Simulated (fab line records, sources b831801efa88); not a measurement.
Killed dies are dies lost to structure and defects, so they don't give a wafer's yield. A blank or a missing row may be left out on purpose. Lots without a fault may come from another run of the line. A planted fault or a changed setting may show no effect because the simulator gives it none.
Problem report in the 8D (eight disciplines) form, filled by code | flow gf180mcu | the parts of the form that need people (team, actions taken, sign-off) are left out

1. THE PROBLEM
SALICIDE_TIN_RS at GF_SALICIDE_RS_MEAS_04 reads a mean of 18.3 ohm/sq on 4 wafers of 3 lots; wafers without a fault read 16.2 ohm/sq with a standard deviation of 0.32. That is +6.6 standard deviations from the usual mean.
The step: measures by four-point-probe.
First seen on wafer L608.1, day 20 20:32, on film_metro-03. The record holds 36 wafers of 13 lots with a number at this step. Rule for "out", or "out of limits": more than 4 standard deviations from the usual mean. The other wafers with a number count as sound.

2. WHAT IT IS AND WHAT IT IS NOT
question                    | is                                          | is not
which readings at this step | SALICIDE_TIN_RS                             | -
which lots                  | L608, L611, L613                            | L594, L596, L597, L598, L601, L603, L604, L612, L614, L615
which wafers of those lots  | L608.1, L608.3, L611.1, L613.3              | L611.6, L613.6
read on which gauges        | film_metro-01, film_metro-02, film_metro-03 | -
when                        | from day 20 20:32                           | up to then (21 sound wafers); but 11 sound wafers of L611, L612, L613, L614, L615 came after

3. SUSPECTS, AND WHAT RULES EACH OUT
Counting: a tool at a process step up to the reading stays a suspect if it ran every lot that is out. Sound lots after the first of them don't rule it out here, since some wafers of a struck lot are sound.
- the gauge at GF_SALICIDE_RS_MEAS_04: ruled out. The wafers that are out were read on 3 gauges (film_metro-01, film_metro-02, film_metro-03).
- pvd_sputter-02 at GF_SALICIDE_SPUTTER_02 (material Co, target thk 10 nm, time 20 s): kept. It ran every lot that is out, first L608 (day 20 20:29); its last sound lot up to then is L604 (day 19 12:03).
- pvd_sputter-02 at GF_SALICIDE_SPUTTER_03 (material TiN, target thk 20 nm, time 16.7 s): kept. It ran every lot that is out, first L608 (day 20 20:31); its last sound lot up to then is L604 (day 19 12:05).
Left after counting: pvd_sputter-02 at GF_SALICIDE_SPUTTER_02, pvd_sputter-02 at GF_SALICIDE_SPUTTER_03.

4. THE CAUSE (what the simulator had put in)
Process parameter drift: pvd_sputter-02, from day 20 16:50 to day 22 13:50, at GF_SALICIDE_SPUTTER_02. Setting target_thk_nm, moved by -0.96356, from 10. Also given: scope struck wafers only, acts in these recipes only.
Counting left 2 suspects, and this tool is among them.

5. THE CHAIN OF EFFECTS, in route order
Each row: a reading whose mean over the struck wafers that have a number lies more than 3 standard deviations from the usual. Only readings for which the record gives a usual standard deviation are gone through. hours: the time from each lot's start at the first step in this table that gives one to its start at this step, as a median over the lots. sigmas: the change in usual standard deviations.
hours | step                   | reading         | usual       | on struck wafers | change | sigmas
0     | GF_SALICIDE_RS_MEAS_04 | SALICIDE_TIN_RS | 16.2 ohm/sq | 18.3             | +2.1   | +6.6

6. WHAT WOULD HAVE CAUGHT IT SOONER
In this record the first reading out of limits at a measuring or inspecting step was taken at day 20 20:32, 4 hours after the fault began at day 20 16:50.
Of the tool readings at GF_SALICIDE_SPUTTER_02 for which the record gives a usual standard deviation, none was out on any struck wafer, so an alarm limit of 4 standard deviations on them would not have fired.
Of the lots that are out (3), L611, L613 began GF_SALICIDE_SPUTTER_02 on pvd_sputter-02 after day 20 20:32. A hold on the tool at that time would have spared those 2.
